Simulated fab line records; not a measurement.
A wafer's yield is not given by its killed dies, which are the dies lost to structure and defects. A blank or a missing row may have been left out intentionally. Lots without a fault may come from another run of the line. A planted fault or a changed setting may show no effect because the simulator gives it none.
Matching of chambers -- flow sky130 -- SKY_PAD_OPEN_ETCH_07 on rieDiel-02: 4 sister chambers
The step etches the open film in CF4/O2, stops on AlCu, target depth 725 nm, time 161.1 s. 8 wafers are shown with their chamber, then 9 later ones without.

== WAFERS, EACH WITH ITS CHAMBER ==
wafer,chamber,rfFwdPowerW (W),throttleValvePct (%)
L080.3,0,795.0,5.988
L080.4,3,802.0,5.965
L081.1,1,798.4,5.981
L086.2,1,798.4,5.969
L086.4,0,792.5,5.966
L087.1,3,796.7,5.960
L087.3,2,794.9,5.960
L087.5,2,797.8,5.967

== WAFERS MISSING THEIR CHAMBER ==
wafer,rfFwdPowerW (W),throttleValvePct (%)
L092.3,800.0,5.971
L092.4,792.0,5.992
L092.5,793.9,5.959
L093.1,794.4,5.967
L093.2,795.8,5.978
L093.5,798.1,5.956
L094.1,801.1,5.963
L094.5,797.3,5.972
L094.6,798.2,5.971

== EACH ONE'S CHAMBER ==
wafer,from the rows above,in truth
L092.3,can't be placed: 1 or 3 or 2 or 0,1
L092.4,can't be placed: 0 or 1 or 2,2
L092.5,can't be placed: 2 or 0 or 3 or 1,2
L093.1,can't be placed: 2 or 0 or 1 or 3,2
L093.2,can't be placed: 0 or 1 or 2 or 3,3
L093.5,can't be placed: 3 or 2 or 1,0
L094.1,can't be placed: 3 or 1 or 2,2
L094.5,can't be placed: 1 or 2 or 3 or 0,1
L094.6,can't be placed: 1 or 3 or 2 or 0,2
Correct placement for 0 of the 9. Unplaceable from these rows: 9, with the true chamber sitting among the candidates in 8. Wrongly placed: 0.
How it was worked out, from the rows above alone: a wafer's distance from a chamber is the root of the sum, over the readings, of the square of ((its reading less the chamber's mean) divided by the reading's scatter). If the next closest chamber is less than 2 further off than the closest, the wafer can't be placed; otherwise it belongs to the closest. A chamber's mean is the mean of its shown wafers. The scatter: take each reading less its chamber's mean, square it, sum over the shown wafers, divide by the number of wafers less the number of chambers, and take the root.
